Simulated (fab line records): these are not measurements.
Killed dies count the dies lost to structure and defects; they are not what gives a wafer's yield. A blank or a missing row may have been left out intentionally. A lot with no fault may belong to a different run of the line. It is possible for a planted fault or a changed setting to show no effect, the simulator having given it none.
Chamber matching | flow gf180mcu | GF_V5_CMP_26 on cmp-02 has 4 sister chambers
The step polishes, stops on SiO2, t overpolish 15 s, target thk 0 nm. 7 wafers are shown with their chamber, then 9 later ones without.

WAFERS WITH THEIR CHAMBER
wafer  | chamber | motorCurrentA (A) | timeToEndpointS (s)
L372.1 | 0       | 12.0              | 92
L377.1 | 3       | 11.1              | 85
L377.2 | 1       | 8.7               | 83
L377.6 | 1       | 9.2               | 86
L379.2 | 2       | 11.4              | 94
L379.5 | 3       | 11.0              | 83
L379.6 | 2       | 10.5              | 93

WAFERS WITHOUT THEIR CHAMBER
wafer  | motorCurrentA (A) | timeToEndpointS (s)
L380.1 | 11.4              | 94
L380.2 | 10.8              | 88
L380.5 | 9.1               | 88
L382.2 | 9.3               | 86
L382.3 | 11.5              | 82
L382.5 | 8.7               | 89
L383.3 | 11.2              | 90
L383.5 | 10.5              | 97
L383.6 | 11.0              | 91

THE CHAMBER EACH PASSED THROUGH
wafer  | from the rows above          | in truth
L380.1 | can't be placed: 2 or 0      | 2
L380.2 | can't be placed: 3 or 2 or 0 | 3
L380.5 | 1                            | 1
L382.2 | 1                            | 1
L382.3 | 3                            | 3
L382.5 | 1                            | 1
L383.3 | can't be placed: 0 or 2 or 3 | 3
L383.5 | 2                            | 2
L383.6 | can't be placed: 2 or 0      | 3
Correctly placed: 5 of 9. Cannot be placed on the basis of these rows: 4; the candidates contain the true chamber in 3. Wrongly placed: 0.
How it was worked out, from the rows above alone: a wafer's distance from a chamber is the root of the sum, over the readings, of the square of ((its reading less the chamber's mean) divided by the reading's scatter). The wafer belongs to the nearest chamber; if the next one is less than 2 further off, it can't be placed. Each chamber's mean is taken over the wafers shown for it. The scatter is the square root of a quotient: the sum, over the shown wafers, of each reading's squared deviation from its chamber's mean, divided by wafers minus chambers.
